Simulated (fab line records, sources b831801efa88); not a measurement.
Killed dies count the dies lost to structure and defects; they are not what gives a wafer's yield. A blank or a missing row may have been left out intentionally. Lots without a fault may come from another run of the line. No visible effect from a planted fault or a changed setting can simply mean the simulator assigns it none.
fab line records    flow sky130
[record] lots = 12  wafers = 36  last_day = 50
route steps=708 shown VIA3@586 METAL4@600 CAP2M@603 PAD_OPEN@708
lots untouched by any fault: they come from a run of this same line in which no faults occurred
start_h: start of the lot's first displayed wafer, in hours after the record's first day    wait_h: hours since the lot's step before    " as in the row above    L1.1+2: several wafers, shown together as one row    - no value, or no start was given    * or withheld: withheld    < > ~ a bound
route shown NAME@n: a module of which the file shows steps, and the number in the route of the first    usual: mean/standard deviation of fault-free wafers    same: alike in all rows    chamber/n: place in a boat    sites: per-site readings    _std_site: standard deviation across them    _edge_site: outer sites' mean less inner sites'    radius_mm: how far each site lies from the wafer's centre    mask NAME#n: copy n    behind: the last tool/chamber to shape the wafer    hold: cause of the lot's hold/its duration in hours/its outcome    device: names the non-switching transistor (n, p or np)    end of line: tests of these same wafers at the route's end    a step given without rows: its recipe and nothing more    killed: dies that structure and defects cost at the first sort, which is not the same as the wafer's yield    map: a wafer's dies, marking killed ones x, the rest . and places with no die _
set.NAME: the setting the step ran with; set.NAME@STEP: the setting that earlier step ran with    model.NAME: the simulator's own value behind a step, which no gauge read
one table for each step of the route and one row for each wafer, over a sample of lots
services: the hour from which a tool's chamber was out of use, counted from the record's first day as start_h (under 0 if before that day), plus the number of hours and why
[[steps]]
[step SKY_VIA3_OVL_MEAS_13]
[usual] VIA3_OVL = 0/5
lot.wafer  tool        chamber  start_h  wait_h  VIA3_OVL[nm]
L166.1     overlay-02  -        927.00   0.1     -7
L166.2     "           -        "        "       -7
L166.5     "           -        "        "       -11
L167.1     overlay-01  -        936.84   0.1     5
L167.2     "           -        "        "       4
L167.4     "           -        "        "       0
L168.3     overlay-01  -        945.81   0.1     -6
L168.5     "           -        "        "       8
L168.6     "           -        "        "       0
L169.1     overlay-02  -        956.70   0.1     -3
L169.4     "           -        "        "       0
L169.5     "           -        "        "       -5
L170.2     overlay-01  -        958.46   0.1     1
L170.3     "           -        "        "       7
L170.5     "           -        "        "       -1
L172.1     overlay-02  -        976.14   0.1     5
L172.2     "           -        "        "       5
L172.4     "           -        "        "       6
L173.4     overlay-02  -        981.92   0.1     3
L173.5     "           -        "        "       5
L173.6     "           -        "        "       7
L176.2     overlay-01  -        999.90   0.1     8
L176.4     "           -        "        "       2
L176.6     "           -        "        "       10
L177.3     overlay-02  -        1011.20  0.1     1
L177.4     "           -        "        "       1
L177.6     "           -        "        "       4
L185.1     overlay-01  -        1057.59  0.1     -6
L185.2     "           -        "        "       -2
L185.4     "           -        "        "       -5
L187.2     overlay-02  -        1075.19  0.1     -3
L187.3     "           -        "        "       4
L187.4     "           -        "        "       3
L189.1     overlay-02  -        1089.04  0.1     -10
L189.4     "           -        "        "       -7
L189.6     "           -        "        "       -1
[step SKY_METAL4_SPUTTER_02]
[recipe] material = AlCu  target_thk_nm = 735  power_w = 10600  time_s = 39.1  chamber_pressure_pa = 0.4
[usual] throttle_valve_pct = 29.4/1.1
lot.wafer  tool            chamber  start_h  wait_h  throttle_valve_pct
L166.1     pvd_sputter-01  -        928.45   0.0     28.5
L166.2     "               -        "        "       27.8
L166.5     "               -        "        "       29.2
L167.1     pvd_sputter-01  -        938.29   0.0     28.4
L167.2     "               -        "        "       27.7
L167.4     "               -        "        "       29.1
L168.3     pvd_sputter-03  -        947.32   0.0     29.0
L168.5     "               -        "        "       30.7
L168.6     "               -        "        "       30.8
L169.1     pvd_sputter-01  -        958.17   0.0     30.1
L169.4     "               -        "        "       28.3
L169.5     "               -        "        "       29.5
L170.2     pvd_sputter-03  -        959.90   0.0     31.5
L170.3     "               -        "        "       30.7
L170.5     "               -        "        "       30.7
L172.1     pvd_sputter-02  -        977.62   0.0     28.8
L172.2     "               -        "        "       28.0
L172.4     "               -        "        "       29.8
L173.4     pvd_sputter-01  -        983.38   0.0     28.6
L173.5     "               -        "        "       28.7
L173.6     "               -        "        "       29.3
L176.2     pvd_sputter-02  -        1001.39  0.0     29.4
L176.4     "               -        "        "       27.6
L176.6     "               -        "        "       29.3
L177.3     pvd_sputter-03  -        1012.84  0.0     31.6
L177.4     "               -        "        "       30.4
L177.6     "               -        "        "       30.9
L185.1     pvd_sputter-03  -        1059.07  0.0     30.9
L185.2     "               -        "        "       31.4
L185.4     "               -        "        "       29.1
L187.2     pvd_sputter-01  -        1076.94  0.0     29.5
L187.3     "               -        "        "       28.5
L187.4     "               -        "        "       29.8
L189.1     pvd_sputter-03  -        1090.48  0.0     30.9
L189.4     "               -        "        "       30.6
L189.6     "               -        "        "       29.1
[step SKY_CAP2M_CVD_00]
[recipe] material = SiO2  target_thk_nm = 15.5  temp_c = 400  time_s = withheld  rf_w = 450
[usual] heater_power_outer_w = 463/57  heater_power_w = 783/83
lot.wafer  tool      chamber  start_h  wait_h  heater_power_outer_w  heater_power_w
L166.1     pecvd-01  1        928.55   0.0     548                   822
L166.2     "         2        "        "       523                   874
L166.5     "         2        "        "       525                   888
L167.1     pecvd-01  2        938.39   0.0     504                   874
L167.2     "         1        "        "       509                   799
L167.4     "         0        "        "       490                   862
L168.3     pecvd-01  1        947.43   0.0     532                   815
L168.5     "         2        "        "       513                   892
L168.6     "         1        "        "       532                   827
L169.1     pecvd-02  0        958.28   0.0     511                   811
L169.4     "         0        "        "       493                   830
L169.5     "         2        "        "       438                   740
L170.2     pecvd-01  0        960.01   0.0     454                   836
L170.3     "         1        "        "       455                   722
L170.5     "         1        "        "       453                   701
L172.1     pecvd-01  1        977.72   0.0     547                   831
L172.2     "         0        "        "       443                   805
L172.4     "         0        "        "       454                   811
L173.4     pecvd-02  2        983.50   0.0     508                   827
L173.5     "         0        "        "       484                   793
L173.6     "         1        "        "       481                   827
L176.2     pecvd-02  2        1001.50  0.0     503                   832
L176.4     "         2        "        "       523                   844
L176.6     "         2        "        "       503                   836
L177.3     pecvd-02  2        1012.96  0.0     481                   795
L177.4     "         0        "        "       456                   775
L177.6     "         2        "        "       487                   791
L185.1     pecvd-01  0        1059.18  0.0     443                   807
L185.2     "         1        "        "       552                   824
L185.4     "         2        "        "       486                   855
L187.2     pecvd-04  2        1077.05  0.0     428                   733
L187.3     "         1        "        "       414                   735
L187.4     "         1        "        "       406                   716
L189.1     pecvd-01  2        1090.59  0.0     541                   908
L189.4     "         0        "        "       477                   846
L189.6     "         2        "        "       522                   904
[step SKY_CAP2M_THK_MEAS_01]
[recipe] reads = SiO2_of_CAP2M_CVD_00
[usual] CAP2M_CVD_00_THK = 15.55/0.21
lot.wafer  tool           chamber  start_h  wait_h  CAP2M_CVD_00_THK[nm]
L166.1     film_metro-04  -        928.57   -       15.34
L166.2     "              -        "        "       15.24
L166.5     "              -        "        "       15.35
L167.1     film_metro-02  -        938.41   -       15.45
L167.2     "              -        "        "       15.47
L167.4     "              -        "        "       15.97
L168.3     film_metro-03  -        947.47   -       15.24
L168.5     "              -        "        "       15.45
L168.6     "              -        "        "       15.58
L169.1     film_metro-03  -        958.30   -       15.43
L169.4     "              -        "        "       15.78
L169.5     "              -        "        "       15.73
L170.2     film_metro-03  -        960.04   -       15.69
L170.3     "              -        "        "       15.45
L170.5     "              -        "        "       15.90
L172.1     film_metro-03  -        977.74   -       15.32
L172.2     "              -        "        "       15.62
L172.4     "              -        "        "       15.70
L173.4     film_metro-03  -        983.54   -       16.00
L173.5     "              -        "        "       15.91
L173.6     "              -        "        "       15.71
L176.2     film_metro-04  -        1001.54  -       22.39
L176.4     "              -        "        "       15.85
L176.6     "              -        "        "       22.54
L177.3     film_metro-02  -        1013.00  -       16.00
L177.4     "              -        "        "       15.68
L177.6     "              -        "        "       22.72
L185.1     film_metro-03  -        1059.20  -       15.61
L185.2     "              -        "        "       15.34
L185.4     "              -        "        "       15.38
L187.2     film_metro-04  -        1077.08  -       15.55
L187.3     "              -        "        "       15.23
L187.4     "              -        "        "       15.46
L189.1     film_metro-04  -        1090.61  -       15.18
L189.4     "              -        "        "       15.65
L189.6     "              -        "        "       15.23
[step SKY_CAP2M_OVL_MEAS_12]
[usual] CAP2M_OVL = 1.2/1.4
lot.wafer  tool        chamber  start_h  wait_h  CAP2M_OVL[nm]
L166.1     overlay-01  -        953.24   0.1     -0.2
L166.2     "           -        "        "       1.4
L166.5     "           -        "        "       -0.9
L167.1     overlay-02  -        962.48   0.1     2.2
L167.2     "           -        "        "       1.4
L167.4     "           -        "        "       1.7
L168.3     overlay-02  -        971.40   0.1     0.5
L168.5     "           -        "        "       0.6
L168.6     "           -        "        "       0.5
L169.1     overlay-01  -        981.84   0.1     3.2
L169.4     "           -        "        "       2.5
L169.5     "           -        "        "       1.5
L170.2     overlay-02  -        983.12   0.1     2.9
L170.3     "           -        "        "       -0.7
L170.5     "           -        "        "       0.1
L172.1     overlay-01  -        1001.39  0.1     1.9
L172.2     "           -        "        "       2.2
L172.4     "           -        "        "       2.5
L173.4     overlay-02  -        1006.25  0.1     0.7
L173.5     "           -        "        "       -0.6
L173.6     "           -        "        "       -0.9
L176.2     overlay-01  -        1025.24  0.1     -0.2
L176.4     "           -        "        "       1.6
L176.6     "           -        "        "       1.8
L177.3     overlay-01  -        1035.35  0.1     0.6
L177.4     "           -        "        "       -0.7
L177.6     "           -        "        "       0.3
L185.1     overlay-01  -        1080.38  0.1     -0.3
L185.2     "           -        "        "       1.4
L185.4     "           -        "        "       -1.4
L187.2     overlay-01  -        1097.54  0.1     2.2
L187.3     "           -        "        "       1.8
L187.4     "           -        "        "       3.4
L189.1     overlay-02  -        1110.93  0.1     0.2
L189.4     "           -        "        "       0.9
L189.6     "           -        "        "       -0.3
[step SKY_METAL4_ETCH_17]
[recipe] target = SiO2  stop_on = TiN  chemistry = C4F8/O2/Ar  source_w = 1500  bias_w = 1200  pressure_mtorr = 40  c4f8_flow_sccm = withheld  O2_flow_sccm = 6  Ar_flow_sccm = 300  time_s = 3.9  target_depth_a = 150
[usual] oes_product_au = 0.756/0.0074
lot.wafer  tool         chamber  start_h  wait_h  oes_product_au  rf_hours_counter_h
L166.1     rie_diel-03  3        978.28   0.1     0.750           21
L166.2     "            1        "        "       0.745           10
L166.5     "            0        "        "       0.748           -
L167.1     rie_diel-02  2        987.43   0.1     0.748           25
L167.2     "            0        "        "       0.753           19
L167.4     "            3        "        "       0.763           17
L168.3     rie_diel-01  3        995.68   0.0     0.748           16
L168.5     "            0        "        "       0.757           -
L168.6     "            3        "        "       0.753           -
L169.1     rie_diel-02  0        1006.46  0.1     0.754           20
L169.4     "            2        "        "       0.765           25
L169.5     "            0        "        "       0.765           -
L170.2     rie_diel-03  3        1006.81  0.1     0.757           22
L170.3     "            1        "        "       0.752           11
L170.5     "            1        "        "       0.761           -
L172.1     rie_diel-01  2        1026.22  0.1     0.753           17
L172.2     "            3        "        "       0.748           17
L172.4     "            1        "        "       0.768           7
L173.4     rie_diel-01  1        1030.15  0.0     0.770           7
L173.5     "            0        "        "       0.760           -
L173.6     "            1        "        "       0.766           -
L176.2     rie_diel-03  0        1049.56  0.1     0.930           15
L176.4     "            2        "        "       0.764           8
L176.6     "            0        "        "       0.930           -
L177.3     rie_diel-01  1        1059.06  0.0     0.774           8
L177.4     "            0        "        "       0.768           11
L177.6     "            2        "        "       0.931           -
L185.1     rie_diel-01  1        1102.01  0.1     0.764           9
L185.2     "            2        "        "       0.753           19
L185.4     "            0        "        "       0.750           13
L187.2     rie_diel-03  0        1118.32  0.1     0.762           17
L187.3     "            1        "        "       0.740           14
L187.4     "            3        "        "       0.751           26
L189.1     rie_diel-03  1        1132.12  0.1     0.743           15
L189.4     "            3        "        "       0.764           -
L189.6     "            1        "        "       0.750           -
[step SKY_PAD_OPEN_PROBE_99]
[usual] defect_limited_yield = 82.7/1.9  killed_at_M0_to_M3 = 43/7.3  killed_at_M4_up = 3.1/1.7  killed_at_contacts = 25/5.3  killed_at_front_end = 14/4.1  killed_at_other = 0.3/0.56  killed_dies = 85/9.4  killed_open = 46/7.4  killed_short = 38/5.8
[same] gross_dies = 492  killed_at_back_side = 0
lot.wafer  tool       chamber  start_h  wait_h  defect_limited_yield[%]  killed_at_M0_to_M3  killed_at_M4_up  killed_at_contacts  killed_at_front_end  killed_at_other  killed_dies  killed_open  killed_short
L166.1     prober-02  -        1076.63  0.1     82.1                     41                  2                24                  20                   1                88           50           37
L166.2     prober-02  -        1076.68  0.1     83.7                     40                  4                24                  11                   1                80           46           33
L166.5     prober-02  -        1076.83  0.2     84.3                     33                  5                24                  13                   2                77           49           27
L167.1     prober-02  -        1083.85  0.1     80.5                     44                  3                34                  15                   0                96           54           42
L167.2     prober-02  -        1083.90  0.1     85.8                     35                  5                18                  12                   0                70           35           35
L167.4     prober-02  -        1084.00  0.2     79.1                     63                  3                25                  12                   0                103          62           41
L168.3     prober-01  -        1090.81  0.2     81.7                     46                  5                29                  10                   0                90           51           39
L168.5     prober-01  -        1090.91  0.2     83.7                     41                  1                27                  11                   0                80           47           33
L168.6     prober-01  -        1090.96  0.2     86.4                     39                  5                15                  8                    0                67           34           33
L169.1     prober-01  -        1102.51  0.1     81.3                     51                  3                24                  14                   0                92           52           40
L169.4     prober-01  -        1102.66  0.2     80.5                     57                  3                17                  18                   1                96           58           38
L169.5     prober-01  -        1102.71  0.2     78.9                     58                  4                23                  19                   0                104          53           51
L173.4     prober-02  -        1121.90  0.2     83.5                     42                  1                22                  16                   0                81           40           39
L173.5     prober-02  -        1121.95  0.2     81.1                     54                  3                20                  15                   1                93           50           39
L173.6     prober-02  -        1122.00  0.2     83.5                     43                  2                23                  11                   2                81           33           46
L177.3     prober-02  -        1145.30  0.2     87.0                     29                  3                21                  11                   0                64           29           35
L177.4     prober-02  -        1145.35  0.2     83.1                     48                  6                17                  12                   0                83           38           44
L177.6     prober-02  -        1145.45  0.2     84.3                     39                  3                18                  17                   0                77           36           40
L187.2     prober-01  -        1195.69  0.1     85.0                     36                  5                23                  10                   0                74           43           31
L187.3     prober-01  -        1195.74  0.2     82.9                     46                  2                24                  12                   0                84           41           43
L187.4     prober-01  -        1195.79  0.2     84.1                     43                  1                20                  14                   0                78           50           28
L189.1     prober-01  -        1204.69  0.1     81.1                     58                  2                21                  12                   0                93           51           42
L189.4     prober-01  -        1204.84  0.2     83.3                     50                  2                17                  13                   0                82           37           45
L189.6     prober-01  -        1204.94  0.2     83.1                     39                  3                29                  12                   0                83           45           38
// killed by level:class
L166.1 LI_CONTACT:geometric_particle:open=8 VIA1:geometric_particle:open=8 FIELD_ISO:geometric_particle:open=7 CONTACT:geometric_particle:open=7 METAL2:geometric_particle:short=7 VIA3:geometric_particle:open=7 METAL1:geometric_particle:short=6 CONTACT:geometric_particle:short=5
L166.2 CONTACT:geometric_particle:open=17 METAL2:geometric_particle:short=8 VIA1:geometric_particle:open=7 METAL1:geometric_particle:short=5 VIA2:geometric_particle:open=5 VIA3:geometric_particle:open=4 POLY_GATE:geometric_particle:short=3 LOCAL_INTERCONNECT:geometric_particle:short=3
L166.5 LI_CONTACT:geometric_particle:open=10 VIA1:geometric_particle:open=10 CONTACT:geometric_particle:open=9 FIELD_ISO:geometric_particle:short=5 VIA3:geometric_particle:open=5 CONTACT:geometric_particle:short=4 POLY_GATE:geometric_particle:open=3 METAL1:geometric_particle:open=3
L167.1 CONTACT:geometric_particle:open=15 VIA1:geometric_particle:open=9 VIA3:geometric_particle:open=9 VIA2:geometric_particle:open=8 CONTACT:geometric_particle:short=7 METAL3:geometric_particle:short=5 METAL2:geometric_particle:short=5 FIELD_ISO:geometric_particle:open=4
L167.2 VIA1:geometric_particle:open=8 FIELD_ISO:geometric_particle:short=5 CONTACT:geometric_particle:open=5 LI_CONTACT:geometric_particle:open=4 LOCAL_INTERCONNECT:geometric_particle:short=4 VIA1:geometric_particle:short=4 METAL2:geometric_particle:short=4 VIA2:geometric_particle:open=4
L167.4 VIA1:geometric_particle:open=11 LI_CONTACT:geometric_particle:open=11 VIA3:geometric_particle:open=11 VIA2:geometric_particle:open=11 CONTACT:geometric_particle:open=8 VIA1:geometric_particle:short=6 METAL1:geometric_particle:short=6 VIA2:geometric_particle:short=6
L168.3 CONTACT:geometric_particle:open=10 VIA3:geometric_particle:open=9 VIA1:geometric_particle:open=9 LI_CONTACT:geometric_particle:open=7 VIA2:geometric_particle:open=6 VIA1:geometric_particle:short=6 METAL2:geometric_particle:short=6 CONTACT:geometric_particle:short=5
L168.5 LI_CONTACT:geometric_particle:open=10 CONTACT:geometric_particle:open=10 VIA1:geometric_particle:open=8 METAL2:geometric_particle:short=7 FIELD_ISO:geometric_particle:open=5 VIA2:geometric_particle:open=5 VIA3:geometric_particle:open=5 POLY_GATE:geometric_particle:short=4
L168.6 VIA1:geometric_particle:open=11 VIA2:geometric_particle:open=6 CONTACT:geometric_particle:short=5 METAL1:geometric_particle:short=5 VIA1:geometric_particle:short=4 FIELD_ISO:geometric_particle:short=3 FIELD_ISO:geometric_particle:open=3 LI_CONTACT:geometric_particle:open=3
L169.1 VIA1:geometric_particle:open=17 CONTACT:geometric_particle:open=11 VIA1:geometric_particle:short=8 FIELD_ISO:geometric_particle:short=5 LI_CONTACT:geometric_particle:open=5 CONTACT:geometric_particle:short=5 VIA2:geometric_particle:open=5 VIA3:geometric_particle:open=5
L169.4 VIA1:geometric_particle:open=14 VIA3:geometric_particle:open=10 METAL2:geometric_particle:short=9 FIELD_ISO:geometric_particle:short=7 CONTACT:geometric_particle:open=7 LI_CONTACT:geometric_particle:open=7 VIA2:geometric_particle:open=6 METAL3:geometric_particle:short=4
L169.5 VIA2:geometric_particle:open=11 CONTACT:geometric_particle:open=9 METAL1:geometric_particle:short=9 VIA1:geometric_particle:open=7 LI_CONTACT:geometric_particle:open=7 VIA3:geometric_particle:open=7 FIELD_ISO:geometric_particle:open=6 VIA1:geometric_particle:short=6
L173.4 VIA1:geometric_particle:open=13 POLY_GATE:geometric_particle:short=6 LI_CONTACT:geometric_particle:open=6 METAL1:geometric_particle:short=6 VIA3:geometric_particle:short=6 CONTACT:geometric_particle:short=5 CONTACT:geometric_particle:open=5 VIA3:geometric_particle:open=5
L173.5 VIA1:geometric_particle:open=12 VIA3:geometric_particle:open=10 METAL1:geometric_particle:short=8 CONTACT:geometric_particle:open=6 LI_CONTACT:geometric_particle:open=5 VIA2:geometric_particle:open=5 METAL2:geometric_particle:short=5 FIELD_ISO:geometric_particle:short=4
L173.6 VIA1:geometric_particle:open=9 VIA1:geometric_particle:short=7 LI_CONTACT:geometric_particle:open=6 VIA3:geometric_particle:short=6 CONTACT:geometric_particle:short=5 VIA3:geometric_particle:open=5 FIELD_ISO:geometric_particle:short=4 LI_CONTACT:geometric_particle:short=4
L177.3 VIA1:geometric_particle:open=7 LI_CONTACT:geometric_particle:open=6 LOCAL_INTERCONNECT:geometric_particle:short=6 CONTACT:geometric_particle:open=5 VIA3:geometric_particle:open=4 FIELD_ISO:geometric_particle:short=3 CONTACT:geometric_particle:short=3 VIA2:geometric_particle:open=3
L177.4 CONTACT:geometric_particle:open=9 METAL1:geometric_particle:short=8 VIA1:geometric_particle:short=7 VIA1:geometric_particle:open=7 METAL4:geometric_particle:short=5 VIA3:geometric_particle:open=5 METAL2:geometric_particle:short=4 VIA3:geometric_particle:short=4
L177.6 METAL1:geometric_particle:short=9 VIA1:geometric_particle:open=8 CONTACT:geometric_particle:open=6 VIA1:geometric_particle:short=6 FIELD_ISO:geometric_particle:short=5 VIA2:geometric_particle:open=5 LOCAL_INTERCONNECT:geometric_particle:short=4 METAL2:geometric_particle:short=4
L187.2 CONTACT:geometric_particle:open=8 VIA2:geometric_particle:open=8 LI_CONTACT:geometric_particle:open=5 METAL4:geometric_particle:short=5 LOCAL_INTERCONNECT:geometric_particle:short=4 CONTACT:geometric_particle:short=4 METAL1:geometric_particle:open=4 VIA1:geometric_particle:open=4
L187.3 METAL2:geometric_particle:short=11 CONTACT:geometric_particle:open=10 METAL1:geometric_particle:short=7 LOCAL_INTERCONNECT:geometric_particle:short=6 VIA1:geometric_particle:open=6 VIA1:geometric_particle:short=5 VIA3:geometric_particle:open=5 FIELD_ISO:geometric_particle:open=4
L187.4 CONTACT:geometric_particle:open=10 VIA1:geometric_particle:open=9 FIELD_ISO:geometric_particle:open=6 VIA3:geometric_particle:open=6 METAL2:geometric_particle:open=5 VIA2:geometric_particle:open=5 CONTACT:geometric_particle:short=4 VIA1:geometric_particle:short=4
L189.1 VIA1:geometric_particle:open=13 VIA3:geometric_particle:open=12 CONTACT:geometric_particle:open=9 VIA1:geometric_particle:short=8 LI_CONTACT:geometric_particle:open=6 METAL1:geometric_particle:short=6 VIA2:geometric_particle:short=6 METAL2:geometric_particle:short=6
L189.4 VIA1:geometric_particle:open=11 METAL2:geometric_particle:short=10 LOCAL_INTERCONNECT:geometric_particle:short=7 METAL1:geometric_particle:short=7 CONTACT:geometric_particle:open=6 VIA1:geometric_particle:short=6 VIA3:geometric_particle:open=5 VIA2:geometric_particle:open=4
L189.6 VIA1:geometric_particle:open=11 CONTACT:geometric_particle:open=8 METAL1:geometric_particle:short=8 LI_CONTACT:geometric_particle:short=7 LI_CONTACT:geometric_particle:open=7 CONTACT:geometric_particle:short=5 METAL1:geometric_particle:open=4 VIA1:geometric_particle:short=4
[[services]]
tool            chamber  start_h  hours  kind
pecvd-04        2        905.74   15.3   repair
rie_diel-01     3        917.23   13.5   repair
rie_diel-01     0        921.76   1.3    repair
pecvd-04        -        927.06   14.6   pm
rie_diel-03     3        931.70   5.5    repair
pecvd-01        -        941.77   0.7    repair
pecvd-04        -        956.31   3.9    repair
rie_diel-02     -        959.69   2.8    pm
pvd_sputter-01  -        964.88   5.1    repair
pvd_sputter-01  -        975.40   0.6    repair
rie_diel-02     3        979.19   4.8    repair
pecvd-02        0        983.71   7.7    repair
pvd_sputter-01  -        992.24   2.5    repair
rie_diel-02     1        1013.81  16.5   repair
pvd_sputter-01  -        1015.50  1.3    repair
rie_diel-02     0        1028.69  2.1    repair
pecvd-01        2        1036.21  8.3    repair
pecvd-01        -        1056.18  0.5    repair
rie_diel-02     2        1057.00  4.5    repair
pecvd-01        -        1070.27  14.6   pm
pvd_sputter-01  -        1089.25  4.3    repair
pecvd-02        -        1117.63  2.8    pm
rie_diel-03     0        1120.93  25.1   repair
rie_diel-02     1        1123.26  8.6    repair
[[key]]
[first_sign] step = SKY_CAP2M_THK_MEAS_01  reading = CAP2M_CVD_00_THK  direction = up  sigmas = 33  usual = 15.55  struck = 22.55
[effect] step = SKY_METAL4_ETCH_17  reading = oes_product_au  direction = up  sigmas = 24  usual = 0.756  struck = 0.930
met_at SKY_CAP2M_CVD_00
struck_lots L176,L177
struck_wafers L176.2,L176.6,L177.6
not_acting_at SKY_VIA3_OVL_MEAS_13,SKY_METAL4_SPUTTER_02,SKY_CAP2M_OVL_MEAS_12
onset_between 983.50 1001.50
[fault] kind = process_parameter_drift  tool = pecvd-02  chamber = -  onset_h = 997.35  steps = SKY_CAP2M_CVD_00  channel = target_thk_nm  offset = 6.7744  shape = step  end_h = 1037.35  scope = struck_wafers_only  acts_in = these_recipes_only  stated = 15.5
